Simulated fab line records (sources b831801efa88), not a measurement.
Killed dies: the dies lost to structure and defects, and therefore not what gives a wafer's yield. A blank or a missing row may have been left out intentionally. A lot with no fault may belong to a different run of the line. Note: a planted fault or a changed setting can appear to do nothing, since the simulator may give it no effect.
Comparing a struck lot with a sound one || flow gf180mcu || 44 out of 602 route steps
Sound: these wafers, L462.2, L462.3, L462.5. Struck: wafers L474.1, L474.4. (L474.5 of the same lot was not struck and is left out.) The cause comes at the end.
For every step that has rows: the tool of each side, followed by ch and its chambers, followed by its first start. Under that, the readings that differ: sound wafers || struck wafers || difference of the means || sigmas: that difference in standard deviations of wafers without a fault.
alike: words and numbers the same on both sides, and readings whose means are apart by under 2 such deviations; not compared: readings that were withheld, readings missing a value for some wafer, numbers with overlapping values and no deviation given by the record, and bounds like >300 which may hide the same value.
Wherever a step has rows on one side only, a row that says differs or no value, or a row with sigmas, the two part there. Non-overlapping numbers with no deviation appear without sigmas and do not part them. Lack of a reading on every wafer of one side parts them only where that side has two or more wafers.

first, 3 steps without rows for these wafers: GF_V1_STRIP_19 (strips in post etch residue remover, time 1200 s); GF_V1_CLEAN_20 (cleans in DIW); GF_V1_SPUTTER_21 (material Ti, target thk 15 nm, time 80.02 s).
GF_V1_SPUTTER_22: material TiN, target thk 10 nm, time 40 s.
  sound: pvdSputter-03 at day 21 15:02; struck: pvdSputter-01 at day 25 16:40
  alike: throttleValvePct
then, 1 step without rows for these wafers: GF_V1_CVD_23 (deposits W, target thk 350 nm, time 105.05 s).
GF_V1_RS_MEAS_24: a four-point-probe measurement.
  sound: filmMetro-02 at day 21 15:12; struck: filmMetro-04 at day 25 16:49
  alike: V1_W_RS
GF_V1_THK_MEAS_25: measures by xrf.
  sound: filmMetro-02 at day 21 15:19; struck: filmMetro-04 at day 25 16:56
  alike: V1_W_THK
then, 2 steps without rows for these wafers: GF_V1_CMP_26 (polishes, stops on SiO2, t overpolish 15 s, target thk 0 nm); GF_M2_SPUTTER_00 (material Ti, target thk 37.5 nm, time 150 s).
GF_M2_SPUTTER_01: material TiN, target thk 30 nm, time 25 s.
  sound: pvdSputter-04 at day 21 15:46; struck: pvdSputter-04 at day 25 17:23
  alike: throttleValvePct
then, 1 step without rows for these wafers: GF_M2_SPUTTER_02 (material AlCu, target thk 450 nm, time 23.9 s).
GF_M2_SPUTTER_03: material Ti, target thk 10 nm, time 6.7 s.
  sound: pvdSputter-04 at day 21 15:49; struck: pvdSputter-04 at day 25 17:27
  alike: throttleValvePct
GF_M2_SPUTTER_04: material TiN, target thk 50 nm, time 41.7 s.
  sound: pvdSputter-04 at day 21 15:50; struck: pvdSputter-04 at day 25 17:28
{"reading": "model.TiN_of_M2_SPUTTER_04.thkNm (nm)", "sound": "50.43 50.36 50.22", "struck": "47.89 47.74", "difference": -2.52, "sigmas": ""}
  alike: throttleValvePct
GF_M2_RS_MEAS_05: a four-point-probe measurement.
  sound: filmMetro-02 at day 21 15:54; struck: filmMetro-04 at day 25 17:31
{"reading": "M2_ALCU_RS (ohm/sq)", "sound": "0.0689 0.0675 0.0677", "struck": "0.0707 0.0710", "difference": "+0.0028", "sigmas": "+3"}
GF_M2_THK_MEAS_06: measures by xrf.
  sound: filmMetro-02 at day 21 16:01; struck: filmMetro-04 at day 25 17:38
{"reading": "M2_ALCU_THK (nm)", "sound": "454 463 463", "struck": "439 439", "difference": -21, "sigmas": -3}
then, 7 steps without rows for these wafers: GF_M2_DEHYDRATE_07 (time 60 s); GF_M2_HMDS_08 (prime time 60 s); GF_M2_COAT_09 (resist thk 1000 nm); GF_M2_SOFTBAKE_10 (time 60 s); GF_M2_EXPOSE_11 (exposes mask Metal2, target cd 280 nm); GF_M2_PEB_12 (peb time 90 s); GF_M2_DEVELOP_13 (develop time 60 s).
GF_M2_CD_MEAS_14: the cd target is 280 nm.
  sound: cdSem-02 at day 22 15:48; struck: cdSem-02 at day 26 14:11
  alike: cdNm
GF_M2_OVL_MEAS_15:
  sound: overlay-02 at day 22 15:55; struck: overlay-01 at day 26 14:19
  alike: M2_OVL
then, 1 step without rows for these wafers: GF_M2_METAL_ETCH_16 (etches the open film in Cl2/BCl3, stops on SiO2, target depth 627.5 nm, time 104.6 s).
GF_M2_STRIP_17: strips in O2/N2.
  sound on plasmaAsher-01 ch 0,1, day 22 16:03; struck on plasmaAsher-01 ch 1, day 26 14:28
  alike: drypumpMotorCurrentA, heaterPowerW, oesProductAu, stripTimeToEndpointS
  not compared: rfHoursCounterH
then, 3 steps without rows for these wafers: GF_M2_STRIP_18 (strips in post etch residue remover, time 1200 s); GF_M2_CLEAN_19 (cleans in DIW); GF_V2_CVD_00 (deposits SiO2, target thk 600 nm, time 100 s).
GF_V2_THK_MEAS_01:
  sound: filmMetro-01 at day 22 16:40; struck: filmMetro-01 at day 26 15:04
  alike: V2_CVD_00_THK
then, 1 step without rows for these wafers: GF_V2_CVD_02 (deposits SiO2 from TEOS, target thk 850 nm, time 94.851 s).
GF_V2_THK_MEAS_03:
  sound: filmMetro-01 at day 22 16:50; struck: filmMetro-01 at day 26 15:11
  alike: V2_CVD_02_THK
GF_V2_CMP_04: polishes SiO2.
  sound on cmp-02 ch 2,3, day 22 16:53; struck on cmp-01 ch 2,3, day 26 15:21
  alike: motorCurrentA, timeToEndpointS
GF_V2_BOW_MEAS_05:
  sound: filmMetro-04 at day 22 17:15; struck: filmMetro-04 at day 26 15:33
  alike: V2_BOW
then, 8 steps without rows for these wafers: GF_V2_DEHYDRATE_06 (time 60 s); GF_V2_HMDS_07 (prime time 60 s); GF_V2_COAT_08; GF_V2_COAT_09 (resist thk 1000 nm); GF_V2_SOFTBAKE_10 (time 60 s); GF_V2_EXPOSE_11 (exposes mask Via2, target cd 260 nm); GF_V2_PEB_12 (peb time 90 s); GF_V2_DEVELOP_13 (develop time 60 s).
GF_V2_STRIP_19: strips in post etch residue remover, time 1200 s.
  sound on wetBench-02 ch 2, day 23 16:35; struck on wetBench-01 ch 2, day 27 12:10
{"reading": "model.TiN_of_M2_SPUTTER_04.thkNm (nm)", "sound": "49.59 49.52 49.38", "struck": "47.04 46.89", "difference": -2.53, "sigmas": ""}
GF_PASSIVATION_PROBE_99:
  rows exist in the record for the sound wafers here (prober-01, day 31 17:52), none for the struck ones

== WHERE THEY PART ==
First at GF_M2_RS_MEAS_05; last, within this record, at GF_PASSIVATION_PROBE_99.

WHY: the cause the simulator had injected
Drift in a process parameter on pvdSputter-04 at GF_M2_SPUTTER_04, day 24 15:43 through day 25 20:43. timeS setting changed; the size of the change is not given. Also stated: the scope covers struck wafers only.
